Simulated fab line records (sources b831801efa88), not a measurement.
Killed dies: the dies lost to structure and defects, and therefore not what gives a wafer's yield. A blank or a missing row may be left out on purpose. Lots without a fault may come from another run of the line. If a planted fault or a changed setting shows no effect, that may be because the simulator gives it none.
Matching of chambers | flow sky130 | rie diel-01 running SKY_VIA2_ETCH_15: 4 sister chambers
The step etches SiO2 in C4F8/O2/Ar, stops on TiN, target depth 546 nm, time 84 s. 14 wafers are shown with their chamber, then 7 later ones without.

WAFERS, EACH WITH ITS CHAMBER
wafer  | chamber | oes product au (a.u.)
L793.3 | 2       | 0.932
L793.4 | 3       | 0.941
L793.5 | 0       | 0.924
L796.3 | 0       | 0.940
L796.5 | 3       | 0.930
L796.6 | 0       | 0.938
L802.2 | 3       | 0.934
L802.4 | 2       | 0.933
L802.6 | 3       | 0.935
L805.1 | 0       | 0.943
L805.2 | 3       | 0.935
L805.5 | 0       | 0.943
L806.2 | 0       | 0.940
L806.3 | 1       | 0.939

SIGNATURES, as means of the wafers listed above
reading        | chamber 0 | chamber 1 | chamber 2 | chamber 3 | scatter within a chamber
oes product au | 0.93800   | 0.93900   | 0.93250   | 0.93500   | 0.00563
Rule: a wafer lies at a distance from a chamber equal to the root of the sum of squares, over the readings, of (its reading less the chamber's mean, divided by the reading's scatter). The wafer belongs to the nearest chamber; if the next one is less than 2 further off, it can't be placed. The scatter: the root of (the sum of the squares of (reading less its chamber's mean) over the shown wafers, divided by (wafers less chambers)).

WAFERS WITHOUT THEIR CHAMBER
wafer  | oes product au (a.u.)
L806.5 | 0.937
L808.2 | 0.934
L808.4 | 0.946
L808.5 | 0.935
L810.1 | 0.935
L810.2 | 0.930
L810.3 | 0.938

WHICH CHAMBER EACH ONE RAN IN
wafer  | from the rows above               | in truth
L806.5 | can't be placed: 0 or 1 or 3 or 2 | 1
L808.2 | can't be placed: 3 or 2 or 0 or 1 | 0
L808.4 | can't be placed: 1 or 0 or 3 or 2 | 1
L808.5 | can't be placed: 3 or 2 or 0 or 1 | 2
L810.1 | can't be placed: 3 or 2 or 0 or 1 | 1
L810.2 | can't be placed: 2 or 3 or 0 or 1 | 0
L810.3 | can't be placed: 0 or 1 or 3 or 2 | 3
Correctly placed: 0 of 7. Can't be placed from these rows: 7 (the true chamber is among the candidates in 7). Wrongly placed: 0.
